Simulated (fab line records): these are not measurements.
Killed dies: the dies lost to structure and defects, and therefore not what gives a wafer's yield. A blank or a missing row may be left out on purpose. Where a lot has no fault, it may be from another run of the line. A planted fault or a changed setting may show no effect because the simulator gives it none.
Which tool was responsible? :: flow gf180mcu :: 11 lots, 33 wafers sampled, at 7 steps of a route of 602

## WHAT EACH GAUGE READ, for each wafer
GF_V3_BOW_MEAS_05.
lot: L429
measured: day 21 10:01
on: film metro-03
V3_BOW (um): 140 122 129

lot: L430
measured: day 22 01:26
on: film metro-03
V3_BOW (um): 116 124 107

lot: L431
measured: day 22 07:33
on: film metro-03
V3_BOW (um): 108 119 114

lot: L433
measured: day 23 02:45
on: film metro-02
V3_BOW (um): 109 115 119

lot: L434
measured: day 23 08:39
on: film metro-02
V3_BOW (um): 120 124 124

lot: L437
measured: day 24 07:34
on: film metro-03
V3_BOW (um): 126 124 130

lot: L438
measured: day 24 17:34
on: film metro-04
V3_BOW (um): 123 127 132

lot: L439
measured: day 25 04:38
on: film metro-02
V3_BOW (um): 124 117 126

lot: L440
measured: day 25 09:38
on: film metro-04
V3_BOW (um): 114 109 119

lot: L445
measured: day 27 01:28
on: film metro-04
V3_BOW (um): 106 120 113

lot: L449
measured: day 28 06:34
on: film metro-03
V3_BOW (um): 126 126 133

GF_V3_RS_MEAS_24: the measuring method here is four-point-probe.
lot: L429
measured: day 22 10:50
on: film metro-04
V3_W_RS (ohm/sq): 0.335 0.334 0.333

lot: L430
measured: day 23 01:41
on: film metro-03
V3_W_RS (ohm/sq): 0.323 0.322 0.323

lot: L431
measured: day 23 07:20
on: film metro-04
V3_W_RS (ohm/sq): 0.321 0.323 0.322

lot: L433
measured: day 24 01:53
on: film metro-02
V3_W_RS (ohm/sq): 0.331 0.328 0.333

lot: L434
measured: day 24 08:20
on: film metro-04
V3_W_RS (ohm/sq): 0.329 0.328 0.329

lot: L437
measured: day 25 06:24
on: film metro-02
V3_W_RS (ohm/sq): 0.319 0.323 0.321

lot: L438
measured: day 25 16:16
on: film metro-03
V3_W_RS (ohm/sq): 0.328 0.329 0.324

lot: L439
measured: day 26 03:05
on: film metro-03
V3_W_RS (ohm/sq): 0.333 0.326 0.328

lot: L440
measured: day 26 07:32
on: film metro-04
V3_W_RS (ohm/sq): 0.325 0.170 0.169

lot: L445
measured: day 27 22:39
on: film metro-02
V3_W_RS (ohm/sq): 0.170 0.172 0.334

lot: L449
measured: day 29 03:11
on: film metro-03
V3_W_RS (ohm/sq): 0.322 0.317 0.319

GF_V3_THK_MEAS_25: measures by xrf.
lot: L429
measured: day 22 10:58
on: film metro-04
V3_W_THK (nm): 340 341 345

lot: L430
measured: day 23 01:47
on: film metro-03
V3_W_THK (nm): 364 363 363

lot: L431
measured: day 23 07:26
on: film metro-04
V3_W_THK (nm): 353 353 352

lot: L433
measured: day 24 02:00
on: film metro-02
V3_W_THK (nm): 355 355 352

lot: L434
measured: day 24 08:27
on: film metro-04
V3_W_THK (nm): 345 345 347

lot: L437
measured: day 25 06:31
on: film metro-02
V3_W_THK (nm): 366 361 363

lot: L438
measured: day 25 16:23
on: film metro-03
V3_W_THK (nm): 357 354 360

lot: L439
measured: day 26 03:12
on: film metro-03
V3_W_THK (nm): 356 362 360

lot: L440
measured: day 26 07:39
on: film metro-04
V3_W_THK (nm): 351 - -

lot: L445
measured: day 27 22:46
on: film metro-02
V3_W_THK (nm): - - 349

lot: L449
measured: day 29 03:19
on: film metro-03
V3_W_THK (nm): 365 376 369

GF_M4_RS_MEAS_05: the measuring method here is four-point-probe.
lot: L429
measured: day 22 11:47
on: film metro-01
M4_ALCU_RS (ohm/sq): 0.0700 0.0699 0.0700

lot: L430
measured: day 23 02:23
on: film metro-02
M4_ALCU_RS (ohm/sq): 0.0687 0.0691 0.0696

lot: L431
measured: day 23 08:02
on: film metro-02
M4_ALCU_RS (ohm/sq): 0.0679 0.0685 0.0681

lot: L433
measured: day 24 02:35
on: film metro-02
M4_ALCU_RS (ohm/sq): 0.0695 0.0685 0.0698

lot: L434
measured: day 24 09:02
on: film metro-02
M4_ALCU_RS (ohm/sq): 0.0684 0.0687 0.0688

lot: L437
measured: day 25 07:06
on: film metro-02
M4_ALCU_RS (ohm/sq): 0.0688 0.0688 0.0695

lot: L438
measured: day 25 16:58
on: film metro-03
M4_ALCU_RS (ohm/sq): 0.0709 0.0698 0.0709

lot: L439
measured: day 26 03:56
on: film metro-02
M4_ALCU_RS (ohm/sq): 0.0698 0.0697 0.0693

lot: L440
measured: day 26 08:14
on: film metro-02
M4_ALCU_RS (ohm/sq): 0.0699 0.0682 0.0692

lot: L445
measured: day 27 23:21
on: film metro-03
M4_ALCU_RS (ohm/sq): 0.0691 0.0702 0.0702

lot: L449
measured: day 29 03:53
on: film metro-03
M4_ALCU_RS (ohm/sq): 0.0699 0.0701 0.0699

## WHAT TOOL EACH LOT RAN ON (gives the tool, then ch and the chambers of the sampled wafers, and finally the start)
lot: L429
GF_V3_CVD_23: cvd w-02 ch 0,1, day 22 10:44
GF_V3_CMP_26: cmp-01 ch 0,2, day 22 11:16
GF_M4_SPUTTER_04: pvd sputter-02, day 22 11:45

lot: L430
GF_V3_CVD_23: cvd w-01 ch 0,1, day 23 01:34
GF_V3_CMP_26: cmp-01 ch 0,1,2, day 23 01:50
GF_M4_SPUTTER_04: pvd sputter-04, day 23 02:19

lot: L431
GF_V3_CVD_23: cvd w-01 ch 0, day 23 07:11
GF_V3_CMP_26: cmp-01 ch 1,2,3, day 23 07:32
GF_M4_SPUTTER_04: pvd sputter-03, day 23 07:58

lot: L433
GF_V3_CVD_23: cvd w-02 ch 0,1, day 24 01:46
GF_V3_CMP_26: cmp-01 ch 0,1,2, day 24 02:07
GF_M4_SPUTTER_04: pvd sputter-02, day 24 02:32

lot: L434
GF_V3_CVD_23: cvd w-02 ch 1, day 24 08:13
GF_V3_CMP_26: cmp-01 ch 0,3, day 24 08:31
GF_M4_SPUTTER_04: pvd sputter-03, day 24 08:59

lot: L437
GF_V3_CVD_23: cvd w-01 ch 0,1, day 25 06:16
GF_V3_CMP_26: cmp-02 ch 0,3, day 25 06:37
GF_M4_SPUTTER_04: pvd sputter-03, day 25 07:02

lot: L438
GF_V3_CVD_23: cvd w-02 ch 0,1, day 25 16:08
GF_V3_CMP_26: cmp-01 ch 0,1, day 25 16:26
GF_M4_SPUTTER_04: pvd sputter-02, day 25 16:55

lot: L439
GF_V3_CVD_23: cvd w-02 ch 0,1, day 26 02:58
GF_V3_CMP_26: cmp-01 ch 1,2,3, day 26 03:25
GF_M4_SPUTTER_04: pvd sputter-04, day 26 03:54

lot: L440
GF_V3_CVD_23: cvd w-02 ch 0,1, day 26 07:25
GF_V3_CMP_26: cmp-01 ch 0,2,3, day 26 07:43
GF_M4_SPUTTER_04: pvd sputter-03, day 26 08:11

lot: L445
GF_V3_CVD_23: cvd w-02 ch 0,1, day 27 22:31
GF_V3_CMP_26: cmp-02 ch 1,2, day 27 22:52
GF_M4_SPUTTER_04: pvd sputter-04, day 27 23:17

lot: L449
GF_V3_CVD_23: cvd w-01 ch 0,1, day 29 03:04
GF_V3_CMP_26: cmp-01 ch 1,2,3, day 29 03:25
GF_M4_SPUTTER_04: pvd sputter-04, day 29 03:51
- GF_V3_CVD_23: deposits W, target thk 350 nm, time 104.9 s.
- GF_V3_CMP_26: polishes, stops on SiO2, t overpolish 15 s, target thk 0 nm.
- GF_M4_SPUTTER_04: material TiN, target thk 50 nm, time 41.7 s.

## AS READ BY THE TOOLS THEMSELVES (means over the sampled wafers that have a number; for cases with no such wafer, the mark the record gives instead)
GF_V3_CVD_23.
lot: L429
tool: cvd w-02
chamber pressure Torr (Torr): 40.03
heater power w (W): 825

lot: L430
tool: cvd w-01
chamber pressure Torr (Torr): 39.99
heater power w (W): 919

lot: L431
tool: cvd w-01
chamber pressure Torr (Torr): 39.99
heater power w (W): 764

lot: L433
tool: cvd w-02
chamber pressure Torr (Torr): 39.96
heater power w (W): 823

lot: L434
tool: cvd w-02
chamber pressure Torr (Torr): 40.07
heater power w (W): 859

lot: L437
tool: cvd w-01
chamber pressure Torr (Torr): 40.06
heater power w (W): 839

lot: L438
tool: cvd w-02
chamber pressure Torr (Torr): 39.91
heater power w (W): 825

lot: L439
tool: cvd w-02
chamber pressure Torr (Torr): 40.04
heater power w (W): 821

lot: L440
tool: cvd w-02
chamber pressure Torr (Torr): 39.90
heater power w (W): 827

lot: L445
tool: cvd w-02
chamber pressure Torr (Torr): 40.00
heater power w (W): 833

lot: L449
tool: cvd w-01
chamber pressure Torr (Torr): 40.03
heater power w (W): 846

GF_V3_CMP_26.
lot: L429
tool: cmp-01
motor current A (A): 11.1
time to endpoint s (s): 83.7

lot: L430
tool: cmp-01
motor current A (A): 11.7
time to endpoint s (s): 83.5

lot: L431
tool: cmp-01
motor current A (A): 11.8
time to endpoint s (s): 86.5

lot: L433
tool: cmp-01
motor current A (A): 11.8
time to endpoint s (s): 84.0

lot: L434
tool: cmp-01
motor current A (A): 10.8
time to endpoint s (s): 84.6

lot: L437
tool: cmp-02
motor current A (A): 12.0
time to endpoint s (s): 86.9

lot: L438
tool: cmp-01
motor current A (A): 11.5
time to endpoint s (s): 86.4

lot: L439
tool: cmp-01
motor current A (A): 12.1
time to endpoint s (s): 83.3

lot: L440
tool: cmp-01
motor current A (A): 11.2
time to endpoint s (s): 133.6

lot: L445
tool: cmp-02
motor current A (A): 10.5
time to endpoint s (s): 136.8

lot: L449
tool: cmp-01
motor current A (A): 11.9
time to endpoint s (s): 87.1

GF_M4_SPUTTER_04.
lot: L429
tool: pvd sputter-02
throttle valve pct (%): 29.7

lot: L430
tool: pvd sputter-04
throttle valve pct (%): 29.3

lot: L431
tool: pvd sputter-03
throttle valve pct (%): 28.7

lot: L433
tool: pvd sputter-02
throttle valve pct (%): 29.5

lot: L434
tool: pvd sputter-03
throttle valve pct (%): 29.6

lot: L437
tool: pvd sputter-03
throttle valve pct (%): 30.2

lot: L438
tool: pvd sputter-02
throttle valve pct (%): 29.7

lot: L439
tool: pvd sputter-04
throttle valve pct (%): 30.3

lot: L440
tool: pvd sputter-03
throttle valve pct (%): 29.1

lot: L445
tool: pvd sputter-04
throttle valve pct (%): 29.5

lot: L449
tool: pvd sputter-04
throttle valve pct (%): 29.4

## THE ANSWER, worked out from the rows above alone
Rule: usual is defined by the lots themselves. The widest of any qualifying gaps counts: lots, ordered by their means at a reading, are off when they make up no more than a third of the lots, leave a main group of 4 or more, and stand apart from it by 3 or more times the standard deviation of that group's means. A main group whose means are all the same, to the digits that the tables above print for the reading, isn't used. Also off: a lot with no number at a reading for which 4 or more lots have one. The other lots that the step has rows for count as sound. Order of review: gauges by route order, followed by the tools' own readings, for which a lot's mean as printed above is used. At the first step where some lot is off, the reading lying furthest off is the one used; lots without a number count as furthest.
Off: L440, L445, seen at GF_V3_RS_MEAS_24 (V3_W_RS). The main group: mean 0.326 ohm/sq, standard deviation 0.0047.
A tool fits if, at a process step before that reading, it ran every lot that is off, and no sound lot after the first of them. The gauges at GF_V3_RS_MEAS_24 aren't tried: what is off there is off at GF_V3_CMP_26 too, on other tools, and a gauge's error can't cause that. One fits: GF_V3_CVD_23 on cvd w-02. Its last sound lot is L439 (day 26 02:58), its first lot that is off L440 (day 26 07:25): a fault that began between those two fits.

## WHAT HAD BEEN PUT IN BY THE SIMULATOR
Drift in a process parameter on cvd w-02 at GF_V3_CVD_23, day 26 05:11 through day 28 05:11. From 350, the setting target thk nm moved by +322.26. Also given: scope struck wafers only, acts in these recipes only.
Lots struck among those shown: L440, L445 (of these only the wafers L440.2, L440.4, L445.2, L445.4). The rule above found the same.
